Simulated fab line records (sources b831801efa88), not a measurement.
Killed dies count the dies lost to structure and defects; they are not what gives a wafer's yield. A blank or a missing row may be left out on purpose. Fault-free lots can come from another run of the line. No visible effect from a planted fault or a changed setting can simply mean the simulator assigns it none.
Which tool was responsible? / flow sky130 / 30 wafers from 10 lots sampled at 2 of the route's 708 steps

## WHAT THE GAUGES READ, wafer by wafer
SKY_CONTACT_THK_MEAS_03.
lot=L497; measured=day 30 21:59; on=film_metro-01; CONTACT_HDPCVD_THK (nm)=563 562 564
lot=L503; measured=day 32 20:23; on=film_metro-03; CONTACT_HDPCVD_THK (nm)=561 558 571
lot=L504; measured=day 33 23:06; on=film_metro-01; CONTACT_HDPCVD_THK (nm)=563 565 562
lot=L507; measured=day 34 17:42; on=film_metro-01; CONTACT_HDPCVD_THK (nm)=567 563 566
lot=L511; measured=day 35 14:26; on=film_metro-02; CONTACT_HDPCVD_THK (nm)=575 571 570
lot=L512; measured=day 36 02:16; on=film_metro-02; CONTACT_HDPCVD_THK (nm)=564 575 564
lot=L515; measured=day 36 18:54; on=film_metro-01; CONTACT_HDPCVD_THK (nm)=579 578 574
lot=L516; measured=day 37 03:35; on=film_metro-01; CONTACT_HDPCVD_THK (nm)=570 563 565
lot=L517; measured=day 37 11:16; on=film_metro-02; CONTACT_HDPCVD_THK (nm)=569 577 563
lot=L518; measured=day 37 20:39; on=film_metro-03; CONTACT_HDPCVD_THK (nm)=566 567 567

## WHAT TOOL EACH LOT RAN ON (gives the tool, then ch and the chambers of the sampled wafers, and finally the start)
lot=L497; SKY_LI_CONTACT_SPUTTER_20=pvd_sputter-01, day 29 16:44
lot=L503; SKY_LI_CONTACT_SPUTTER_20=pvd_sputter-03, day 31 15:55
lot=L504; SKY_LI_CONTACT_SPUTTER_20=pvd_sputter-04, day 32 17:29
lot=L507; SKY_LI_CONTACT_SPUTTER_20=pvd_sputter-01, day 33 12:48
lot=L511; SKY_LI_CONTACT_SPUTTER_20=pvd_sputter-03, day 34 09:24
lot=L512; SKY_LI_CONTACT_SPUTTER_20=pvd_sputter-04, day 34 20:04
lot=L515; SKY_LI_CONTACT_SPUTTER_20=pvd_sputter-03, day 35 13:05
lot=L516; SKY_LI_CONTACT_SPUTTER_20=pvd_sputter-03, day 35 21:19
lot=L517; SKY_LI_CONTACT_SPUTTER_20=pvd_sputter-04, day 36 05:55
lot=L518; SKY_LI_CONTACT_SPUTTER_20=pvd_sputter-04, day 36 14:52
- SKY_LI_CONTACT_SPUTTER_20: material TiN, target thk 20 nm, time 80 s.

## WHAT THE TOOLS THEMSELVES READ (means of the sampled wafers that have a number; where no wafer has one, the mark that the record gives instead)
SKY_LI_CONTACT_SPUTTER_20.
lot=L497; tool=pvd_sputter-01; throttle_valve_pct (%)=29.9
lot=L503; tool=pvd_sputter-03; throttle_valve_pct (%)=30.1
lot=L504; tool=pvd_sputter-04; throttle_valve_pct (%)=29.3
lot=L507; tool=pvd_sputter-01; throttle_valve_pct (%)=29.7
lot=L511; tool=pvd_sputter-03; throttle_valve_pct (%)=27.4
lot=L512; tool=pvd_sputter-04; throttle_valve_pct (%)=29.3
lot=L515; tool=pvd_sputter-03; throttle_valve_pct (%)=30.3
lot=L516; tool=pvd_sputter-03; throttle_valve_pct (%)=28.9
lot=L517; tool=pvd_sputter-04; throttle_valve_pct (%)=29.4
lot=L518; tool=pvd_sputter-04; throttle_valve_pct (%)=28.8

## THE ANSWER, worked out from the rows above alone
Rule: usual is defined by the lots themselves. The widest of any qualifying gaps counts: lots, ordered by their means at a reading, are off when they make up no more than a third of the lots, leave a main group of 4 or more, and stand apart from it by 3 or more times the standard deviation of that group's means. The tables above print the reading to a certain number of digits; a main group whose means all agree to those digits is not used. Also off: a lot with no number at a reading for which 4 or more lots have one. The other lots that the step has rows for count as sound. After the gauges, taken in route order, come the tools' own readings; for these a lot's mean is taken, as printed above. The first step at which some lot is off is used, and at that step the reading that is off furthest; a lot without a number counts as furthest.
Nothing can be told from this: no lot is off at any reading shown.

## WHAT THE SIMULATOR PUT IN
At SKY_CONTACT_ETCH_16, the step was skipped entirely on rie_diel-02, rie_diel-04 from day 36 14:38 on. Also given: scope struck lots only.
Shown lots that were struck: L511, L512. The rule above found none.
